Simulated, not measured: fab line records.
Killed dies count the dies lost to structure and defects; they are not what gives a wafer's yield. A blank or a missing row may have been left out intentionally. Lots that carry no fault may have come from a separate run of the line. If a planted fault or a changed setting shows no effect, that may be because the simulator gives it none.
Which tool was responsible? -- flow gf180mcu -- 24 lots with 72 wafers sampled at 5 steps, on a route of 602 steps

== WHAT THE GAUGES READ, wafer by wafer ==
GF_HV_LDD_CD_MEAS_46 targets a cd of 400 nm.
lot,measured,on,cd nm (nm)
L074,day 12 09:02,cd sem-01,401.2 399.9 398.3
L075,day 13 03:25,cd sem-02,399.5 400.8 402.3
L076,day 13 06:34,cd sem-01,400.2 399.0 398.3
L077,day 13 10:30,cd sem-01,400.7 399.1 401.8
L078,day 14 00:49,cd sem-02,402.8 403.1 401.0
L079,day 14 11:33,cd sem-01,400.3 400.6 400.0
L081,day 14 20:14,cd sem-01,402.2 401.8 401.3
L080,day 14 20:55,cd sem-02,393.9 394.7 396.6
L082,day 15 04:25,cd sem-01,401.9 401.2 401.1
L083,day 15 14:16,cd sem-02,396.4 396.4 396.6
L084,day 15 17:55,cd sem-01,398.8 399.4 398.7
L085,day 16 02:18,cd sem-02,403.0 402.7 403.8
L086,day 16 07:30,cd sem-01,399.2 398.7 397.7
L087,day 16 14:50,cd sem-01,403.1 400.9 399.9
L088,day 17 03:37,cd sem-01,400.4 399.8 399.8
L089,day 17 08:42,cd sem-02,396.3 396.3 396.2
L090,day 17 17:58,cd sem-02,398.9 401.9 400.1
L091,day 18 03:33,cd sem-01,403.2 402.3 403.7
L092,day 18 06:43,cd sem-01,402.9 402.5 400.9
L093,day 18 14:54,cd sem-02,397.1 397.7 399.6
L094,day 19 00:48,cd sem-01,400.7 401.8 401.5
L095,day 19 10:19,cd sem-01,401.3 402.7 401.8
L096,day 19 14:42,cd sem-02,398.4 398.1 399.5
L097,day 19 21:13,cd sem-01,402.6 400.5 399.3

GF_V4_CD_MEAS_14 targets a cd of 260 nm.
lot,measured,on,cd nm (nm)
L074,day 24 11:22,cd sem-02,259.0 258.8 259.7
L075,day 25 06:17,cd sem-02,261.2 263.3 261.8
L076,day 25 08:10,cd sem-01,260.3 258.6 261.3
L077,day 25 11:27,cd sem-01,260.6 261.7 262.6
L078,day 26 03:43,cd sem-02,257.9 259.6 259.2
L079,day 26 12:54,cd sem-01,258.9 259.5 259.6
L081,day 26 21:41,cd sem-02,261.1 261.4 261.0
L080,day 26 22:49,cd sem-01,259.8 259.4 260.4
L082,day 27 06:05,cd sem-02,260.5 261.0 261.3
L083,day 27 12:56,cd sem-01,260.3 259.7 260.4
L084,day 27 18:49,cd sem-02,260.4 260.3 259.6
L085,day 27 23:04,cd sem-02,259.1 259.2 259.6
L086,day 28 08:03,cd sem-01,261.1 261.2 260.4
L087,day 28 12:13,cd sem-01,258.1 257.3 256.8
L088,day 28 23:49,cd sem-01,260.6 261.6 259.0
L089,day 29 02:58,cd sem-01,260.0 260.1 260.7
L090,day 29 13:09,cd sem-02,258.1 259.7 258.3
L091,day 29 21:03,cd sem-02,259.7 260.5 260.5
L092,day 29 22:37,cd sem-01,259.4 259.4 259.4
L093,day 30 04:00,cd sem-01,259.7 259.0 259.1
L094,day 30 12:54,cd sem-02,259.7 259.4 259.0
L095,day 30 18:45,cd sem-01,261.9 261.5 261.9
L096,day 30 22:32,cd sem-01,258.7 260.8 258.2
L097,day 31 02:47,cd sem-01,258.4 259.5 258.7

== TOOL THAT RAN EACH LOT (tool first, then ch and the chambers of the sampled wafers, then the start) ==
lot,GF_CONTACT_STRIP_18,GF_M3_SPUTTER_04,GF_V3_SPUTTER_21
L074,"plasma asher-04 ch 0,1, day 16 04:31","pvd sputter-01, day 20 10:58","pvd sputter-01, day 22 12:41"
L075,"plasma asher-04 ch 0,1, day 17 01:25","pvd sputter-02, day 21 08:01","pvd sputter-04, day 23 08:20"
L076,"plasma asher-04 ch 0,1, day 17 03:13","pvd sputter-01, day 21 09:09","pvd sputter-02, day 23 10:52"
L077,"plasma asher-01 ch 0,1, day 17 07:04","pvd sputter-02, day 21 14:13","pvd sputter-01, day 23 14:41"
L078,"plasma asher-03 ch 0,1, day 17 22:25","pvd sputter-01, day 22 06:10","pvd sputter-01, day 24 07:17"
L079,"plasma asher-03 ch 0,1, day 18 10:17","pvd sputter-03, day 22 17:13","pvd sputter-04, day 24 16:35"
L081,"plasma asher-04 ch 0,1, day 18 21:56","pvd sputter-01, day 23 04:09","pvd sputter-01, day 25 01:25"
L080,"plasma asher-03 ch 0,1, day 18 22:18","pvd sputter-02, day 23 05:10","pvd sputter-02, day 25 03:10"
L082,"plasma asher-03 ch 0,1, day 19 06:10","pvd sputter-02, day 23 13:01","pvd sputter-04, day 25 10:14"
L083,"plasma asher-03 ch 0, day 19 16:16","pvd sputter-01, day 23 20:49","pvd sputter-04, day 25 17:56"
L084,"plasma asher-04 ch 0,1, day 19 22:29","pvd sputter-02, day 24 03:11","pvd sputter-04, day 25 23:23"
L085,"plasma asher-03 ch 0,1, day 20 05:19","pvd sputter-02, day 24 08:27","pvd sputter-04, day 26 04:47"
L086,"plasma asher-03 ch 0,1, day 20 12:07","pvd sputter-03, day 24 16:19","pvd sputter-01, day 26 13:16"
L087,"plasma asher-04 ch 0,1, day 20 21:40","pvd sputter-01, day 24 22:22","pvd sputter-04, day 26 18:11"
L088,"plasma asher-03 ch 0,1, day 21 10:28","pvd sputter-02, day 25 10:18","pvd sputter-02, day 27 06:17"
L089,"plasma asher-01 ch 0,1, day 21 14:08","pvd sputter-01, day 25 14:19","pvd sputter-04, day 27 09:37"
L090,"plasma asher-04 ch 0,1, day 21 23:50","pvd sputter-01, day 25 23:34","pvd sputter-04, day 27 18:53"
L091,"plasma asher-04 ch 0,1, day 22 09:49","pvd sputter-02, day 26 08:11","pvd sputter-01, day 28 03:35"
L092,"plasma asher-01 ch 0,1, day 22 12:49","pvd sputter-03, day 26 11:19","pvd sputter-02, day 28 05:49"
L093,"plasma asher-01 ch 0,1, day 22 19:04","pvd sputter-01, day 26 16:16","pvd sputter-01, day 28 10:58"
L094,"plasma asher-03 ch 0,1, day 23 05:14","pvd sputter-01, day 27 01:25","pvd sputter-01, day 28 19:56"
L095,"plasma asher-03 ch 0,1, day 23 15:47","pvd sputter-02, day 27 11:11","pvd sputter-02, day 29 04:26"
L096,"plasma asher-04 ch 0,1, day 23 19:05","pvd sputter-03, day 27 13:55","pvd sputter-04, day 29 06:41"
L097,"plasma asher-01 ch 0,1, day 23 22:58","pvd sputter-02, day 27 18:28","pvd sputter-02, day 29 11:42"
- GF_CONTACT_STRIP_18: strips in O2/N2.
- GF_M3_SPUTTER_04: material TiN, target thk 50 nm, time 41.7 s.
- GF_V3_SPUTTER_21: material Ti, target thk 15 nm, time 80.02 s.

== WHAT THE TOOLS THEMSELVES READ (means of the sampled wafers that have a number; where no wafer has one, the mark that the record gives instead) ==
GF_CONTACT_STRIP_18.
lot,tool,drypump motor current A (A),heater power w (W),oes product au (a.u.)
L074,plasma asher-04,5.9,346,0.575
L075,plasma asher-04,6.0,346,0.577
L076,plasma asher-04,6.0,350,0.582
L077,plasma asher-01,5.3,377,0.587
L078,plasma asher-03,5.6,279,0.576
L079,plasma asher-03,5.6,279,0.584
L081,plasma asher-04,6.0,339,0.582
L080,plasma asher-03,5.9,279,0.579
L082,plasma asher-03,5.9,278,0.577
L083,plasma asher-03,6.2,266,0.575
L084,plasma asher-04,5.9,346,0.580
L085,plasma asher-03,5.6,291,0.579
L086,plasma asher-03,5.9,280,0.582
L087,plasma asher-04,6.0,345,0.573
L088,plasma asher-03,5.6,299,0.582
L089,plasma asher-01,5.3,373,0.577
L090,plasma asher-04,5.9,337,0.581
L091,plasma asher-04,5.9,343,0.584
L092,plasma asher-01,5.3,374,0.582
L093,plasma asher-01,5.3,379,0.579
L094,plasma asher-03,5.6,294,0.581
L095,plasma asher-03,5.6,296,0.577
L096,plasma asher-04,5.9,340,0.580
L097,plasma asher-01,5.3,366,0.580

GF_M3_SPUTTER_04.
lot,tool,cathode dc power W (W),throttle valve pct (%)
L074,pvd sputter-01,6500.4,29.6
L075,pvd sputter-02,6499.7,29.3
L076,pvd sputter-01,6500.4,29.4
L077,pvd sputter-02,6499.9,29.5
L078,pvd sputter-01,6499.9,29.7
L079,pvd sputter-03,6500.3,29.7
L081,pvd sputter-01,6499.5,29.8
L080,pvd sputter-02,6499.5,29.8
L082,pvd sputter-02,6501.0,29.4
L083,pvd sputter-01,6499.4,29.9
L084,pvd sputter-02,6499.6,29.8
L085,pvd sputter-02,6500.4,29.8
L086,pvd sputter-03,6500.0,29.1
L087,pvd sputter-01,6499.8,30.7
L088,pvd sputter-02,6500.6,29.4
L089,pvd sputter-01,6499.6,30.6
L090,pvd sputter-01,6500.5,30.6
L091,pvd sputter-02,6499.5,29.5
L092,pvd sputter-03,6500.1,29.1
L093,pvd sputter-01,6498.2,30.6
L094,pvd sputter-01,6500.0,30.4
L095,pvd sputter-02,6501.2,29.7
L096,pvd sputter-03,6498.8,29.0
L097,pvd sputter-02,6500.1,29.7

GF_V3_SPUTTER_21.
lot,tool,cathode dc power W (W),throttle valve pct (%)
L074,pvd sputter-01,2500.1,29.6
L075,pvd sputter-04,2499.8,31.2
L076,pvd sputter-02,2499.9,29.3
L077,pvd sputter-01,2499.7,30.4
L078,pvd sputter-01,2499.2,30.6
L079,pvd sputter-04,2500.3,30.7
L081,pvd sputter-01,2499.9,30.6
L080,pvd sputter-02,2500.2,29.9
L082,pvd sputter-04,2499.8,30.4
L083,pvd sputter-04,2499.7,30.0
L084,pvd sputter-04,2500.1,31.1
L085,pvd sputter-04,2499.9,30.7
L086,pvd sputter-01,2500.3,30.3
L087,pvd sputter-04,2499.9,30.1
L088,pvd sputter-02,2499.9,29.6
L089,pvd sputter-04,2499.6,30.1
L090,pvd sputter-04,2500.2,30.8
L091,pvd sputter-01,2500.3,29.6
L092,pvd sputter-02,2499.9,30.2
L093,pvd sputter-01,2499.7,29.7
L094,pvd sputter-01,2500.0,30.7
L095,pvd sputter-02,2500.2,29.1
L096,pvd sputter-04,2500.0,30.3
L097,pvd sputter-02,2500.7,29.5

== THE ANSWER, worked out from the rows above alone ==
Rule: usual is defined by the lots themselves. The widest of any qualifying gaps counts: lots, ordered by their means at a reading, are off when they make up no more than a third of the lots, leave a main group of 4 or more, and stand apart from it by 3 or more times the standard deviation of that group's means. If all means in a main group match to the digits the tables above print for the reading, that group is not used. Also off: a lot with no number at a reading for which 4 or more lots have one. All remaining lots with rows at the step are treated as sound. First the gauges in route order, then the tools' own readings, where a lot's mean is used as printed above. The first step at which some lot is off is used, and at that step the reading that is off furthest; a lot without a number counts as furthest.
Nothing can be told from this: no lot is off at any reading shown.

== WHAT THE SIMULATOR HAD PUT IN ==
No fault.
